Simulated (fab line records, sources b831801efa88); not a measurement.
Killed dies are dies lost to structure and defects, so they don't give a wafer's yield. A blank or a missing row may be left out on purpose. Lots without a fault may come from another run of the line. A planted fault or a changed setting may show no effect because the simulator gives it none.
fab line records | flow gf180mcu
record lots=5 wafers=15 last_day=32
route steps=602 shown V2@407 M3@409 V3@429
lots that met no fault: from a run of the same line without faults
start_h: hours from the record's first day to the start of the lot's first wafer shown | wait_h: hours since the lot's step before | " the same as in the row above | L1.1+2: a row that stands for several wafers | - no value, or no start given | * or withheld: withheld | < > ~ a bound
route shown NAME@n: a module of which the file shows steps, and the number in the route of the first | usual: mean/standard deviation of fault-free wafers | same: alike in all rows | chamber/n: place in a boat | sites: the reading at each site | _std_site: their standard deviation | _edge_site: outer sites' mean less inner sites' | radius_mm: how far each site lies from the wafer's centre | mask NAME#n: copy n | behind: the tool/chamber that last shaped the wafer | hold: why the lot was held/for how many hours/how that ended | device: the transistor (n, p or np) that didn't switch | end of line: the same wafers' tests at the end of the route | a step without rows: its recipe alone | killed: dies lost to structure and defects at the first sort, not the wafer's yield | map: a wafer's dies, x killed, . not, _ none there
set.NAME: the setting as run; set.NAME@STEP: as run at that earlier step | model.NAME: the simulator's own value behind a step, which no gauge read
lots at some steps of the route; a table a step, a row a wafer
services: from which hour (start_h, from the record's first day; less than 0 if before it) a tool's chamber was out of use, for how many hours, and why
## steps
# step GF_V2_THK_MEAS_25
# recipe thk_meas_gauge=xrf reads=W_of_V2_CVD_23
# usual V2_W_THK=352/7.9
# columns lot.wafer tool chamber start_h wait_h V2_W_THK[nm]
L075.4 film_metro-02 - 471.90 0.1 346
L075.5 " - " " 348
L075.6 " - " " 350
L080.3 film_metro-03 - 526.72 0.1 359
L080.5 " - " " 358
L080.6 " - " " 347
L085.1 film_metro-02 - 566.99 0.1 359
L085.3 " - " " 349
L085.5 " - " " 352
L086.2 film_metro-01 - 570.08 0.1 352
L086.5 " - " " 345
L086.6 " - " " 354
L089.1 film_metro-03 - 596.66 0.1 359
L089.3 " - " " 359
L089.4 " - " " 346
# step GF_V2_CMP_26
# recipe stop_on=SiO2 down_force_psi=3.5 platen_rpm=60 t_overpolish_s=15 target_thk_nm=0 pad_velocity_m_s=0.94248
# usual motor_current_A=10.9/0.76 overpolish_run_s=15.001/0.01 platen_rpm=60.00/0.042 time_to_endpoint_s=84/4.8
# columns lot.wafer tool chamber start_h wait_h motor_current_A overpolish_run_s platen_rpm time_to_endpoint_s
L075.4 cmp-02 1 471.93 0.0 9.4 15.007 60.03 85
L075.6 " 1 " " 10.2 15.016 59.98 84
L075.5 " 2 " " 10.6 14.996 60.00 80
L080.3 cmp-01 1 526.86 0.1 10.6 15.015 60.01 88
L080.5 " 3 " " 12.3 15.008 60.08 87
L080.6 " 0 " " 10.7 15.007 60.00 91
L085.1 cmp-02 3 567.63 0.6 12.1 15.005 60.00 75
L085.3 " 0 " " 11.3 15.000 59.94 82
L085.5 " 3 " " 12.2 15.004 59.97 76
L086.2 cmp-01 2 570.23 0.1 10.7 15.015 59.99 91
L086.5 " 0 " " 10.6 15.006 59.99 86
L086.6 " 1 " " 10.2 15.008 60.03 86
L089.3 cmp-02 3 596.72 0.0 12.4 14.996 60.04 77
L089.1 " 0 " " 10.4 14.997 59.97 83
L089.4 " 1 " " 9.8 15.003 60.01 84
# step GF_M3_SPUTTER_00
# recipe material=Ti target_thk_nm=37.5 arriving_ion_energy_ev=80 substrate_temp_c=200 chamber_pressure_pa=2 power_w=4000 time_s=150
# usual substrate_temp_c=200.02/0.16 throttle_valve_pct=30.2/0.97
# columns lot.wafer tool chamber start_h wait_h substrate_temp_c throttle_valve_pct
L075.4 pvd_sputter-02 - 472.23 0.2 200.22 30.5
L075.5 " - " " 199.95 30.2
L075.6 " - " " 200.16 27.8
L080.3 pvd_sputter-01 - 527.06 0.1 199.76 30.2
L080.5 " - " " 199.97 30.2
L080.6 " - " " 200.09 30.2
L085.1 pvd_sputter-01 - 567.93 0.2 200.16 30.3
L085.3 " - " " 200.22 30.8
L085.5 " - " " 200.04 30.2
L086.2 pvd_sputter-01 - 570.43 0.1 199.99 30.4
L086.5 " - " " 200.23 30.2
L086.6 " - " " 199.97 30.4
L089.1 pvd_sputter-04 - 597.02 0.2 199.77 31.8
L089.3 " - " " 200.13 30.6
L089.4 " - " " 200.09 29.0
# step GF_M3_SPUTTER_01
# recipe material=TiN target_thk_nm=30 power_w=6500 time_s=25 chamber_pressure_pa=0.4
# usual throttle_valve_pct=30.2/0.95
# columns lot.wafer tool chamber start_h wait_h throttle_valve_pct
L075.4 pvd_sputter-02 - 472.33 0.1 30.7
L075.5 " - " " 30.1
L075.6 " - " " 27.7
L080.3 pvd_sputter-01 - 527.16 0.1 30.0
L080.5 " - " " 30.4
L080.6 " - " " 30.2
L085.1 pvd_sputter-01 - 568.03 0.1 30.1
L085.3 " - " " 31.0
L085.5 " - " " 30.3
L086.2 pvd_sputter-01 - 570.53 0.1 30.2
L086.5 " - " " 30.1
L086.6 " - " " 30.4
L089.1 pvd_sputter-04 - 597.12 0.1 31.7
L089.3 " - " " 30.4
L089.4 " - " " 29.5
# step GF_M3_SPUTTER_02
# recipe material=AlCu target_thk_nm=450 power_w=10600 time_s=23.9 chamber_pressure_pa=0.4
# usual throttle_valve_pct=30.2/0.97
# columns lot.wafer tool chamber start_h wait_h throttle_valve_pct
L075.4 pvd_sputter-02 - 472.36 0.0 30.9
L075.5 " - " " 30.3
L075.6 " - " " 27.7
L080.3 pvd_sputter-01 - 527.19 0.0 30.1
L080.5 " - " " 30.1
L080.6 " - " " 30.4
L085.1 pvd_sputter-01 - 568.06 0.0 30.4
L085.3 " - " " 31.0
L085.5 " - " " 30.2
L086.2 pvd_sputter-01 - 570.56 0.0 30.4
L086.5 " - " " 30.4
L086.6 " - " " 30.6
L089.1 pvd_sputter-04 - 597.16 0.0 31.7
L089.3 " - " " 30.4
L089.4 " - " " 29.3
# step GF_M3_SPUTTER_03
# recipe material=Ti target_thk_nm=10 substrate_temp_c=300 chamber_pressure_pa=0.3 power_w=3000 time_s=6.7
# usual substrate_temp_c=300.01/0.2 throttle_valve_pct=30.2/0.97
# columns lot.wafer tool chamber start_h wait_h substrate_temp_c throttle_valve_pct
L075.4 pvd_sputter-02 - 472.39 0.0 300.28 30.9
L075.5 " - " " 300.00 30.3
L075.6 " - " " 300.03 27.6
L080.3 pvd_sputter-01 - 527.22 0.0 299.92 30.2
L080.5 " - " " 299.99 30.4
L080.6 " - " " 300.19 30.6
L085.1 pvd_sputter-01 - 568.09 0.0 300.18 30.6
L085.3 " - " " 299.83 30.9
L085.5 " - " " 300.06 30.2
L086.2 pvd_sputter-01 - 570.59 0.0 299.80 30.2
L086.5 " - " " 300.19 30.2
L086.6 " - " " 300.14 30.4
L089.1 pvd_sputter-04 - 597.19 0.0 300.12 31.7
L089.3 " - " " 299.77 30.5
L089.4 " - " " 299.71 29.3
# step GF_M3_SPUTTER_04
# recipe material=TiN target_thk_nm=50 power_w=6500 time_s=42.94 chamber_pressure_pa=0.4
# usual throttle_valve_pct=30.2/0.97
# columns lot.wafer tool chamber start_h wait_h throttle_valve_pct
L075.4 pvd_sputter-02 - 472.41 0.0 30.5
L075.5 " - " " 30.2
L075.6 " - " " 27.9
L080.3 pvd_sputter-01 - 527.25 0.0 30.0
L080.5 " - " " 30.1
L080.6 " - " " 30.2
L085.1 pvd_sputter-01 - 568.11 0.0 30.3
L085.3 " - " " 30.8
L085.5 " - " " 30.4
L086.2 pvd_sputter-01 - 570.61 0.0 30.4
L086.5 " - " " 30.4
L086.6 " - " " 30.6
L089.1 pvd_sputter-04 - 597.21 0.0 31.6
L089.3 " - " " 30.5
L089.4 " - " " 29.5
# step GF_M3_RS_MEAS_05
# recipe thk_meas_gauge=four-point-probe reads=TiN_of_M3_SPUTTER_04+Ti_of_M3_SPUTTER_03+AlCu_of_M3_SPUTTER_02+TiN_of_M3_SPUTTER_01+Ti_of_M3_SPUTTER_00
# usual M3_ALCU_RS=0.0696/0.00082
# columns lot.wafer tool chamber start_h wait_h M3_ALCU_RS[ohm/sq]
L075.4 film_metro-01 - 472.51 0.1 0.0679
L075.5 " - " " 0.0677
L075.6 " - " " 0.0684
L080.3 film_metro-01 - 527.32 0.1 0.0697
L080.5 " - " " 0.0695
L080.6 " - " " 0.0694
L085.1 film_metro-03 - 568.15 0.0 0.0697
L085.3 " - " " 0.0697
L085.5 " - " " 0.0697
L086.2 film_metro-04 - 570.67 0.0 0.0695
L086.5 " - " " 0.0697
L086.6 " - " " 0.0687
L089.1 film_metro-01 - 597.25 0.0 0.0696
L089.3 " - " " 0.0684
L089.4 " - " " 0.0682
# step GF_M3_THK_MEAS_06
# recipe thk_meas_gauge=xrf reads=AlCu_of_M3_SPUTTER_02
# usual M3_ALCU_THK=459/5.5
# columns lot.wafer tool chamber start_h wait_h M3_ALCU_THK[nm]
L075.4 film_metro-01 - 472.60 0.1 473
L075.5 " - " " 475
L075.6 " - " " 467
L080.3 film_metro-01 - 527.42 0.1 462
L080.5 " - " " 464
L080.6 " - " " 459
L085.1 film_metro-03 - 568.27 0.1 456
L085.3 " - " " 456
L085.5 " - " " 456
L086.2 film_metro-04 - 570.78 0.1 464
L086.5 " - " " 463
L086.6 " - " " 465
L089.1 film_metro-01 - 597.37 0.1 460
L089.3 " - " " 469
L089.4 " - " " 468
# step GF_M3_DEHYDRATE_07
# recipe temp_c=200 time_s=60
# columns lot.wafer tool chamber start_h wait_h
L075.4+5+6 litho_track-03 0 484.78 12.2
L080.3+5+6 litho_track-02 0 538.35 10.9
L085.1+3+5 litho_track-01 0 578.72 10.4
L086.2+5+6 litho_track-03 0 581.52 10.7
L089.1+3+4 litho_track-01 0 607.42 10.0
# step GF_M3_HMDS_08
# recipe prime_time_s=60 prime_temp_c=120
# columns lot.wafer tool chamber start_h wait_h
L075.4+5+6 litho_track-03 0 484.93 0.1
L080.3+5+6 litho_track-02 0 538.50 0.1
L085.1+3+5 litho_track-01 0 578.87 0.1
L086.2+5+6 litho_track-03 0 581.67 0.1
L089.1+3+4 litho_track-01 0 607.57 0.1
# step GF_M3_COAT_09
# recipe resist=KrF spin_rpm=withheld resist_thk_nm=1000
# columns lot.wafer tool chamber start_h wait_h
L075.4+5+6 litho_track-03 0 485.08 0.1
L080.3+5+6 litho_track-02 0 538.65 0.1
L085.1+3+5 litho_track-01 0 579.02 0.1
L086.2+5+6 litho_track-03 0 581.82 0.1
L089.1+3+4 litho_track-01 0 607.72 0.1
# step GF_M3_SOFTBAKE_10
# recipe temp_c=130 time_s=60 resist=KrF
# columns lot.wafer tool chamber start_h wait_h
L075.4+5+6 litho_track-03 0 485.23 0.1
L080.3+5+6 litho_track-02 0 538.80 0.1
L085.1+3+5 litho_track-01 0 579.17 0.1
L086.2+5+6 litho_track-03 0 581.97 0.1
L089.1+3+4 litho_track-01 0 607.87 0.1
# step GF_M3_EXPOSE_11
# recipe mask_id=Metal3 target_cd_nm=280 na=0.68 source_shape=conventional sigma_outer=0.6 dose_mj=28
# columns lot.wafer tool chamber start_h wait_h mask
L075.4+5+6 krf_scanner-01 0 - - Metal3#0
L080.3+5+6 krf_scanner-02 0 - - Metal3#0
L085.1+3+5 krf_scanner-01 0 - - Metal3#0
L086.2+5+6 krf_scanner-01 0 - - Metal3#0
L089.1+3+4 krf_scanner-02 0 - - Metal3#0
# step GF_M3_PEB_12
# recipe peb_temp_c=135 peb_time_s=90 resist=KrF
# columns lot.wafer tool chamber start_h wait_h
L075.4+5+6 litho_track-03 0 - -
L080.3+5+6 litho_track-03 0 - -
L085.1+3+5 litho_track-03 0 - -
L086.2+5+6 litho_track-02 0 - -
L089.1+3+4 litho_track-03 0 - -
# step GF_M3_DEVELOP_13
# recipe develop_time_s=60 dev_temp_c=21
# columns lot.wafer tool chamber start_h wait_h
L075.4+5+6 litho_track-03 0 496.78 0.1
L080.3+5+6 litho_track-03 0 549.90 0.1
L085.1+3+5 litho_track-03 0 589.30 0.2
L086.2+5+6 litho_track-02 0 592.13 0.2
L089.1+3+4 litho_track-03 0 618.00 0.2
# step GF_M3_CD_MEAS_14
# recipe target_cd_nm=280
# usual cd_nm=279.8/1.3
# columns lot.wafer tool chamber start_h wait_h cd_nm
L075.4 cd_sem-02 - 496.91 0.1 278.4
L075.5 " - " " 280.6
L075.6 " - " " 279.6
L080.3 cd_sem-01 - 550.04 0.1 278.9
L080.5 " - " " 279.0
L080.6 " - " " 278.5
L085.1 cd_sem-02 - 589.45 0.1 280.4
L085.3 " - " " 280.9
L085.5 " - " " 280.9
L086.2 cd_sem-01 - 592.27 0.1 280.7
L086.5 " - " " 281.0
L086.6 " - " " 279.6
L089.1 cd_sem-01 - 618.15 0.1 282.7
L089.3 " - " " 281.3
L089.4 " - " " 282.2
# step GF_M3_OVL_MEAS_15
# usual M3_OVL=0/5.1
# columns lot.wafer tool chamber start_h wait_h M3_OVL[nm]
L075.4 overlay-02 - 496.99 0.1 5
L075.5 " - " " -1
L075.6 " - " " -1
L080.3 overlay-02 - 550.13 0.1 2
L080.5 " - " " -1
L080.6 " - " " 1
L085.1 overlay-01 - 589.57 0.1 2
L085.3 " - " " -1
L085.5 " - " " 5
L086.2 overlay-02 - 592.38 0.1 -7
L086.5 " - " " -5
L086.6 " - " " 2
L089.1 overlay-02 - 618.27 0.1 -2
L089.3 " - " " 3
L089.4 " - " " -1
# step GF_M3_METAL_ETCH_16
# recipe chemistry=Cl2/BCl3 mask_material=KrF target_depth_nm=627.5 stop_on=SiO2 pressure_mtorr=8 icp_w=800 bias_w=140 Cl2_flow_sccm=80 bcl3_flow_sccm=40 time_s=104.6
# usual drypump_motor_current_A=5.9/0.43 oes_product_au=0.972/0.0074 throttle_valve_pct=28.251/0.01
# columns lot.wafer tool chamber start_h wait_h drypump_motor_current_A oes_product_au rf_hours_counter_h throttle_valve_pct
L075.4 rie_metal-02 1 497.04 0.0 5.6 0.985 - 28.253
L075.5 " 1 " " 5.6 0.982 - 28.237
L075.6 " 0 " " 5.2 0.986 - 28.229
L080.3 rie_metal-01 1 550.19 0.1 6.1 0.972 - 28.267
L080.5 " 0 " " 6.0 0.963 - 28.257
L080.6 " 1 " " 6.1 0.969 - 28.249
L085.1 rie_metal-01 1 589.61 0.0 6.1 0.970 2 28.250
L085.3 " 1 " " 6.1 0.970 - 28.269
L085.5 " 1 " " 6.1 0.966 - 28.262
L086.2 rie_metal-01 0 592.41 0.0 6.0 0.973 1 28.241
L086.5 " 0 " " 6.0 0.968 - 28.241
L086.6 " 1 " " 6.1 0.980 - 28.246
L089.1 rie_metal-03 1 618.31 0.0 5.3 0.974 9 28.262
L089.3 " 0 " " 6.6 0.983 - 28.245
L089.4 " 1 " " 5.3 0.988 - 28.233
# step GF_M3_STRIP_17
# recipe chemistry=O2/N2 power_w=1400 pressure_mtorr=1500 platen_temp_c=250 o2_flow_sccm=3000 n2_flow_sccm=300 overash_fraction=0.5
# usual drypump_motor_current_A=6.0/0.42 heater_power_w=322/43 oes_product_au=0.558/0.0049 strip_time_to_endpoint_s=7.88/0.055
# columns lot.wafer tool chamber start_h wait_h drypump_motor_current_A heater_power_w oes_product_au rf_hours_counter_h strip_time_to_endpoint_s
L075.4 plasma_asher-02 1 497.15 0.1 6.0 329 0.558 - 7.83
L075.5 " 1 " " 6.0 329 0.556 - 7.86
L075.6 " 0 " " 5.8 308 0.555 - 7.87
L080.3 plasma_asher-04 0 550.30 0.1 5.1 312 0.553 - 7.86
L080.5 " 1 " " 6.2 336 0.558 - 7.95
L080.6 " 0 " " 5.1 318 0.555 - 7.83
L085.1 plasma_asher-03 0 589.72 0.1 6.1 246 0.568 82 7.91
L085.3 " 1 " " 6.7 391 0.560 - 7.89
L085.5 " 0 " " 6.1 253 0.561 - 7.90
L086.2 plasma_asher-03 0 592.52 0.1 6.1 249 0.562 82 7.91
L086.5 " 1 " " 6.7 396 0.561 - 7.93
L086.6 " 0 " " 6.1 244 0.561 - 7.83
L089.1 plasma_asher-04 0 618.42 0.1 5.1 321 0.559 96 7.91
L089.3 " 0 " " 5.1 327 0.561 - 7.86
L089.4 " 1 " " 6.3 331 0.565 - 7.90
# step GF_M3_STRIP_18
# recipe chemistry=post_etch_residue_remover time_s=1200 temp_c=72.5
# columns lot.wafer tool chamber start_h wait_h
L075.4+5+6 wet_bench-04 2 497.22 0.0
L080.3+5+6 wet_bench-02 0 550.37 0.0
L085.1+3+5 wet_bench-01 1 589.84 0.1
L086.2+5+6 wet_bench-04 2 592.62 0.1
L089.1+3+4 wet_bench-04 0 618.52 0.1
# step GF_M3_CLEAN_19
# recipe chemistry=DIW dry=n2_spin
# columns lot.wafer tool chamber start_h wait_h
L075.4+5+6 wet_bench-01 3 497.56 0.0
L080.3+5+6 wet_bench-01 1 550.71 0.0
L085.1+3+5 wet_bench-01 2 590.21 0.0
L086.2+5+6 wet_bench-02 3 592.96 0.0
L089.1+3+4 wet_bench-02 0 618.86 0.0
# step GF_V3_CVD_00
# recipe material=SiO2 target_thk_nm=600 sigma_open_frac=0.3 temp_c=400 time_s=100 sih4_flow_sccm=60 pressure_mtorr=6
# usual sih4_flow_sccm=59.95/0.19 susceptor_temp_C=400.03/0.24
# columns lot.wafer tool chamber start_h wait_h sih4_flow_sccm susceptor_temp_C
L075.4 hdpcvd-02 2 497.69 0.0 60.04 400.41
L075.5 " 0 " " 60.10 399.90
L075.6 " 1 " " 59.81 399.87
L080.3 hdpcvd-01 2 550.80 0.0 59.97 400.23
L080.5 " 2 " " 60.03 400.69
L080.6 " 1 " " 60.02 400.27
L085.1 hdpcvd-01 1 590.31 0.0 60.15 400.36
L085.3 " 2 " " 59.83 399.81
L085.5 " 1 " " 60.17 400.18
L086.2 hdpcvd-02 2 593.05 0.0 59.88 399.89
L086.5 " 2 " " 60.08 400.14
L086.6 " 0 " " 59.81 399.46
L089.1 hdpcvd-01 0 618.95 0.0 59.67 399.99
L089.3 " 1 " " 59.97 399.77
L089.4 " 2 " " 60.11 400.24
# step GF_V3_THK_MEAS_01
# recipe reads=SiO2_of_V3_CVD_00
# usual V3_CVD_00_THK=600/9.3
# columns lot.wafer tool chamber start_h wait_h V3_CVD_00_THK[nm]
L075.4 film_metro-03 - 497.75 0.0 610
L075.5 " - " " 608
L075.6 " - " " 595
L080.3 film_metro-02 - 550.89 0.1 590
L080.5 " - " " 593
L080.6 " - " " 598
L085.1 film_metro-02 - 590.39 0.0 611
L085.3 " - " " 594
L085.5 " - " " 603
L086.2 film_metro-03 - 593.17 0.1 614
L086.5 " - " " 613
L086.6 " - " " 615
L089.1 film_metro-02 - 619.02 0.0 607
L089.3 " - " " 594
L089.4 " - " " 587
# step GF_V3_CVD_02
# recipe material=SiO2 target_thk_nm=850 precursor=TEOS temp_c=400 time_s=94.851 rf_w=600
# usual heater_power_w=560/100 susceptor_temp_C=399.99/0.23
# columns lot.wafer tool chamber start_h wait_h heater_power_w susceptor_temp_C
L075.4 pecvd-01 1 497.82 0.1 554 399.59
L075.5 " 2 " " 660 400.16
L075.6 " 0 " " 762 400.32
L080.3 pecvd-01 2 550.93 0.0 639 400.31
L080.5 " 1 " " 450 399.95
L080.6 " 0 " " 767 399.50
L085.1 pecvd-02 2 590.45 0.1 598 399.81
L085.3 " 0 " " 537 399.78
L085.5 " 1 " " 427 399.67
L086.2 pecvd-04 1 593.22 0.0 580 400.05
L086.5 " 0 " " 505 400.10
L086.6 " 2 " " 428 400.01
L089.1 pecvd-02 2 619.08 0.1 498 399.82
L089.3 " 1 " " 373 399.98
L089.4 " 1 " " 396 400.07
# step GF_V3_THK_MEAS_03
# recipe reads=SiO2_of_V3_CVD_02
# usual V3_CVD_02_THK=853/11
# columns lot.wafer tool chamber start_h wait_h V3_CVD_02_THK[nm]
L075.4 film_metro-04 - 497.88 0.0 840
L075.5 " - " " 857
L075.6 " - " " 862
L080.3 film_metro-04 - 551.02 0.1 848
L080.5 " - " " 857
L080.6 " - " " 862
L085.1 film_metro-02 - 590.52 0.0 847
L085.3 " - " " 850
L085.5 " - " " 855
L086.2 film_metro-04 - 593.30 0.0 846
L086.5 " - " " 846
L086.6 " - " " 854
L089.1 film_metro-03 - 619.15 0.0 855
L089.3 " - " " 857
L089.4 " - " " 855
# step GF_V3_CMP_04
# recipe material=SiO2 down_force_psi=4 platen_rpm=60 pad_velocity_m_s=0.94248
# usual motor_current_A=11.9/0.82 platen_rpm=60.00/0.039 time_to_endpoint_s=82/6.2
# columns lot.wafer tool chamber start_h wait_h motor_current_A platen_rpm time_to_endpoint_s
L075.4 cmp-02 1 497.91 0.0 10.7 60.08 77
L075.5 " 1 " " 10.8 60.04 87
L075.6 " 2 " " 11.5 60.08 81
L080.3 cmp-01 0 551.11 0.1 11.0 60.06 84
L080.5 " 3 " " 12.0 59.96 83
L080.6 " 0 " " 12.1 60.07 88
L085.1 cmp-01 1 590.70 0.2 11.8 59.96 80
L085.3 " 0 " " 11.7 60.01 87
L085.5 " 1 " " 12.3 60.05 78
L086.2 cmp-01 3 593.35 0.0 12.9 60.01 78
L086.6 " 3 " " 12.7 60.00 84
L086.5 " 0 " " 11.7 59.96 82
L089.4 cmp-02 0 619.57 0.4 11.4 60.02 83
L089.1 " 1 " " 11.2 59.98 85
L089.3 " 2 " " 11.5 60.03 82
# step GF_V3_BOW_MEAS_05
# recipe mode=bow
# usual V3_BOW=116/7.5
# columns lot.wafer tool chamber start_h wait_h V3_BOW[um]
L075.4 film_metro-04 - 498.27 0.3 125
L075.5 " - " " 138
L075.6 " - " " 130
L080.3 film_metro-04 - 551.40 0.2 105
L080.5 " - " " 104
L080.6 " - " " 113
L085.1 film_metro-02 - 591.00 0.2 110
L085.3 " - " " 106
L085.5 " - " " 115
L086.2 film_metro-04 - 593.67 0.3 110
L086.5 " - " " 112
L086.6 " - " " 106
L089.1 film_metro-03 - 619.87 0.2 119
L089.3 " - " " 117
L089.4 " - " " 111
# step GF_V3_DEHYDRATE_06
# recipe temp_c=200 time_s=60
# columns lot.wafer tool chamber start_h wait_h
L075.4+5+6 litho_track-02 0 509.68 11.4
L080.3+5+6 litho_track-04 0 562.48 11.1
L085.1+3+5 litho_track-03 0 600.85 9.8
L086.2+5+6 litho_track-03 0 604.27 10.6
L089.1+3+4 litho_track-03 0 629.95 10.1
# step GF_V3_HMDS_07
# recipe prime_time_s=60 prime_temp_c=120
# columns lot.wafer tool chamber start_h wait_h
L075.4+5+6 litho_track-02 0 509.83 0.1
L080.3+5+6 litho_track-04 0 562.63 0.1
L085.1+3+5 litho_track-03 0 601.00 0.1
L086.2+5+6 litho_track-03 0 604.42 0.1
L089.1+3+4 litho_track-03 0 630.10 0.1
# step GF_V3_COAT_08
# recipe resist=BARC temp_c=withheld time_s=withheld spin_rpm=withheld resist_thk_nm=withheld
# columns lot.wafer tool chamber start_h wait_h
L075.4+5+6 litho_track-02 0 509.98 0.1
L080.3+5+6 litho_track-04 0 562.78 0.1
L085.1+3+5 litho_track-03 0 601.15 0.1
L086.2+5+6 litho_track-03 0 604.57 0.1
L089.1+3+4 litho_track-03 0 630.25 0.1
# step GF_V3_COAT_09
# recipe resist=KrF spin_rpm=withheld resist_thk_nm=1000
# columns lot.wafer tool chamber start_h wait_h
L075.4+5+6 litho_track-02 0 - -
L080.3+5+6 litho_track-04 0 - -
L085.1+3+5 litho_track-03 0 - -
L086.2+5+6 litho_track-03 0 - -
L089.1+3+4 litho_track-03 0 - -
# step GF_V3_SOFTBAKE_10
# recipe temp_c=130 time_s=60 resist=KrF
# columns lot.wafer tool chamber start_h wait_h
L075.4+5+6 litho_track-02 0 - -
L080.3+5+6 litho_track-04 0 - -
L085.1+3+5 litho_track-03 0 - -
L086.2+5+6 litho_track-03 0 - -
L089.1+3+4 litho_track-03 0 - -
# step GF_V3_EXPOSE_11
# recipe mask_id=Via3 target_cd_nm=260 na=0.68 source_shape=conventional sigma_outer=0.6 dose_mj=38
# columns lot.wafer tool chamber start_h wait_h mask
L075.4+5+6 krf_scanner-02 0 - - Via3#0
L080.3+5+6 krf_scanner-02 0 - - Via3#0
L085.1+3+5 krf_scanner-01 0 - - Via3#0
L086.2+5+6 krf_scanner-01 0 - - Via3#0
L089.1+3+4 krf_scanner-02 0 - - Via3#0
# step GF_V3_PEB_12
# recipe peb_temp_c=135 peb_time_s=90 resist=KrF
# columns lot.wafer tool chamber start_h wait_h
L075.4+5+6 litho_track-04 0 - -
L080.3+5+6 litho_track-04 0 - -
L085.1+3+5 litho_track-04 0 - -
L086.2+5+6 litho_track-03 0 - -
L089.1+3+4 litho_track-02 0 - -
# step GF_V3_DEVELOP_13
# recipe develop_time_s=60 resist=KrF dev_temp_c=21
# columns lot.wafer tool chamber start_h wait_h
L075.4+5+6 litho_track-04 0 521.96 0.1
L080.3+5+6 litho_track-04 0 573.48 0.1
L085.1+3+5 litho_track-04 0 611.93 0.2
L086.2+5+6 litho_track-03 0 615.17 0.2
L089.1+3+4 litho_track-02 0 640.30 0.2
# step GF_V3_CD_MEAS_14
# recipe target_cd_nm=260
# usual cd_nm=259.9/1.1
# columns lot.wafer tool chamber start_h wait_h cd_nm
L075.4 cd_sem-02 - 522.09 0.1 260.4
L075.5 " - " " 260.5
L075.6 " - " " 260.9
L080.3 cd_sem-01 - 573.62 0.1 257.8
L080.5 " - " " 257.4
L080.6 " - " " 257.9
L085.1 cd_sem-02 - 612.08 0.1 262.3
L085.3 " - " " 261.4
L085.5 " - " " 260.7
L086.2 cd_sem-01 - 615.32 0.1 258.0
L086.5 " - " " 258.9
L086.6 " - " " 259.5
L089.1 cd_sem-01 - 640.45 0.1 261.2
L089.3 " - " " 261.3
L089.4 " - " " 260.7
# step GF_V3_OVL_MEAS_15
# usual V3_OVL=3/5.1
# columns lot.wafer tool chamber start_h wait_h V3_OVL[nm]
L075.4 overlay-02 - 522.17 0.1 -5
L075.5 " - " " -1
L075.6 " - " " 4
L080.3 overlay-01 - 573.72 0.1 7
L080.5 " - " " -3
L080.6 " - " " 4
L085.1 overlay-01 - 612.20 0.1 -5
L085.3 " - " " 4
L085.5 " - " " 1
L086.2 overlay-01 - 615.43 0.1 -4
L086.5 " - " " 4
L086.6 " - " " 1
L089.1 overlay-01 - 640.57 0.1 3
L089.3 " - " " 1
L089.4 " - " " 7
# step GF_V3_ETCH_16
# recipe chemistry=N2/H2 target_depth_a=withheld overetch_a=withheld time_s=withheld target=BARC ion_energy_ev=200 source_w=500 bias_w=103.7 pressure_mtorr=30 n2_flow_sccm=100 h2_flow_sccm=200
# usual drypump_motor_current_A=5.8/0.51 oes_product_au=0.855/0.005 throttle_valve_pct=13.224/0.0089
# columns lot.wafer tool chamber start_h wait_h drypump_motor_current_A oes_product_au throttle_valve_pct
L075.4 rie_diel-02 0 522.19 0.0 5.7 0.856 13.226
L075.5 " 3 " " 6.0 0.852 13.225
L075.6 " 0 " " 5.7 0.857 13.235
L080.3 rie_diel-01 1 573.74 0.0 6.4 0.849 13.217
L080.5 " 0 " " 5.7 0.849 13.221
L080.6 " 1 " " 6.5 0.850 13.229
L085.1 rie_diel-01 1 612.24 0.0 6.4 0.845 13.224
L085.3 " 3 " " 6.0 0.848 13.220
L085.5 " 3 " " 5.9 0.846 13.247
L086.2 rie_diel-04 2 615.46 0.0 5.4 0.855 13.220
L086.5 " 1 " " 5.0 0.849 13.233
L086.6 " 0 " " 6.7 0.841 13.219
L089.1 rie_diel-01 1 640.61 0.0 6.4 0.858 13.214
L089.3 " 0 " " 5.7 0.853 13.222
L089.4 " 3 " " 6.0 0.856 13.217
# step GF_V3_ETCH_17
# recipe chemistry=C4F8/O2/Ar mask_material=KrF target=SiO2 stop_on=TiN source_w=1500 bias_w=1200 pressure_mtorr=40 c4f8_flow_sccm=withheld O2_flow_sccm=6 Ar_flow_sccm=300 time_s=withheld target_depth_a=6350
# usual oes_product_au=0.856/0.0044
# columns lot.wafer tool chamber start_h wait_h oes_product_au
L075.4 rie_diel-02 0 - - 0.859
L075.5 " 3 " " 0.865
L075.6 " 0 " " 0.855
L080.3 rie_diel-01 1 - - 0.857
L080.5 " 0 " " 0.848
L080.6 " 1 " " 0.853
L085.1 rie_diel-01 1 - - 0.854
L085.3 " 3 " " 0.856
L085.5 " 3 " " 0.850
L086.2 rie_diel-04 2 - - 0.859
L086.5 " 1 " " 0.857
L086.6 " 0 " " 0.851
L089.1 rie_diel-01 1 - - 0.859
L089.3 " 0 " " 0.861
L089.4 " 3 " " 0.849
## services
# columns tool chamber start_h hours kind
krf_scanner-01 - 457.62 0.8 pm
rie_diel-01 2 459.83 2.4 repair
krf_scanner-01 - 465.85 11.6 pm
krf_scanner-02 - 477.40 1.3 pm
pvd_sputter-01 - 478.90 2.3 repair
krf_scanner-02 - 487.13 1.0 pm
rie_diel-01 2 488.69 8.1 repair
pvd_sputter-01 - 490.01 11.6 repair
krf_scanner-01 - 498.91 3.6 pm
cmp-02 - 521.16 1.8 repair
pvd_sputter-04 - 529.79 0.6 repair
rie_diel-01 - 529.95 2.8 pm
krf_scanner-01 - 532.50 4.0 pm
cmp-01 - 535.45 1.3 repair
rie_diel-01 2 540.44 3.1 repair
krf_scanner-01 - 543.57 0.9 repair
rie_diel-01 1 554.65 4.8 repair
cmp-02 - 572.00 4.0 pm
rie_diel-01 - 580.33 0.1 repair
krf_scanner-02 - 585.31 10.4 repair
rie_diel-01 2 585.82 5.7 repair
krf_scanner-01 - 595.69 1.0 pm
krf_scanner-02 - 598.76 0.8 pm
pvd_sputter-02 - 602.87 5.4 repair
## key
fault none
